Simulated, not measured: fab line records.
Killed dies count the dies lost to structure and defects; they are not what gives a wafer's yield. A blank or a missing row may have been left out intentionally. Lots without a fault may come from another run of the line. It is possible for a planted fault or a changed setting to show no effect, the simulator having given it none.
One fault through the eyes of 2 desks | flow gf180mcu | only its own numbers are on each desk; what lay behind them is given at the end

## THE METROLOGY DESK
What the gauges read, lot by lot, whatever tool the lot ran on: means of the sampled wafers that have a number. Any lot whose mean is over 4 standard deviations away from the usual mean is out of limits and marked OUT; that distance is given in the brackets.
Columns: A = V1_W_THK at GF_V1_THK_MEAS_25, usual 368 nm; B = cd nm at GF_M2_CD_MEAS_14, usual 280.6 nm; C = M2_OVL at GF_M2_OVL_MEAS_15, usual -1 nm
lot  | first seen here | A   | B                | C
L541 | day 18 23:29    | 362 | 280.2            | 5
L542 | day 19 06:53    | 372 | 282.4            | -7
L543 | day 19 15:25    | 368 | 280.2            | -4
L544 | day 19 23:25    | 372 | 278.6            | 1
L546 | day 20 16:24    | 369 | 281.9            | -1
L547 | day 21 06:50    | 372 | 281.2            | 3
L548 | day 21 15:08    | 375 | 280.6            | -7
L550 | day 22 07:27    | 370 | 278.6            | 3
L551 | day 22 14:59    | 359 | 280.2            | 7
L552 | day 22 17:35    | 366 | 281.5            | 3
L556 | day 24 06:07    | 372 | 279.4            | -1
L562 | day 26 03:47    | 368 | 271.0 (-6.4) OUT | -6
L563 | day 26 11:41    | 364 | 269.6 (-7.4) OUT | 3
This desk's verdict: out of limits on L562, L563, starting with L562 at day 27 02:07 (cd nm at GF_M2_CD_MEAS_14). In limits: L541, L542, L543, L544, L546, L547, L548, L550, L551, L552, L556.

## FOR THE TOOL OWNER'S DESK: litho track-04
Per lot that ran on this tool, the mean of the sampled wafers carrying a number, from the tool's own readings at GF_M2_SOFTBAKE_10 (time 60 s). Any lot whose mean is over 4 standard deviations away from the usual mean is out of limits and marked OUT; that distance is given in the brackets.
Columns: A = heater power total W at GF_M2_SOFTBAKE_10, usual 93.05 W; B = plate temp C at GF_M2_SOFTBAKE_10, usual 129.99 C; C = resist line temp C at GF_M2_SOFTBAKE_10, usual 23.01 C
lot  | first seen here | A               | B                | C
L541 | day 19 12:04    | 93.11           | 130.01           | 23.00
L547 | day 21 19:22    | 93.01           | 129.98           | 23.05
L548 | day 22 04:10    | 93.05           | 129.88           | 23.02
L550 | day 22 19:38    | 93.12           | 130.16           | 23.03
L556 | day 24 18:02    | 93.05           | 130.19           | 22.88
L562 | day 26 15:02    | 96.53 (+58) OUT | 133.56 (+24) OUT | 23.15
L563 | day 26 22:26    | 96.56 (+58) OUT | 133.62 (+24) OUT | 23.00
This desk's verdict: out of limits on L562, L563, starting with L562 at day 26 15:02 (heater power total W at GF_M2_SOFTBAKE_10). In limits: L541, L547, L548, L550, L556.

## BROUGHT TOGETHER
An alarm could have come from the tool owner's desk at day 26 15:02, on L562, L563.
Metrology desk: alarm possible at day 27 02:07 on L562, L563.
Every lot named ran GF_M2_SOFTBAKE_10 on litho track-04.

## WHAT HAD BEEN PUT IN BY THE SIMULATOR
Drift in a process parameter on litho track-04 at GF_M2_SOFTBAKE_10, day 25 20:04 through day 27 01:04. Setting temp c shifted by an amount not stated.
Shown lots that were struck: L562, L563.
Counting hours from when the fault started, the first reading out of limits came at 19 for the tool owner's desk and at 30 for the metrology desk.
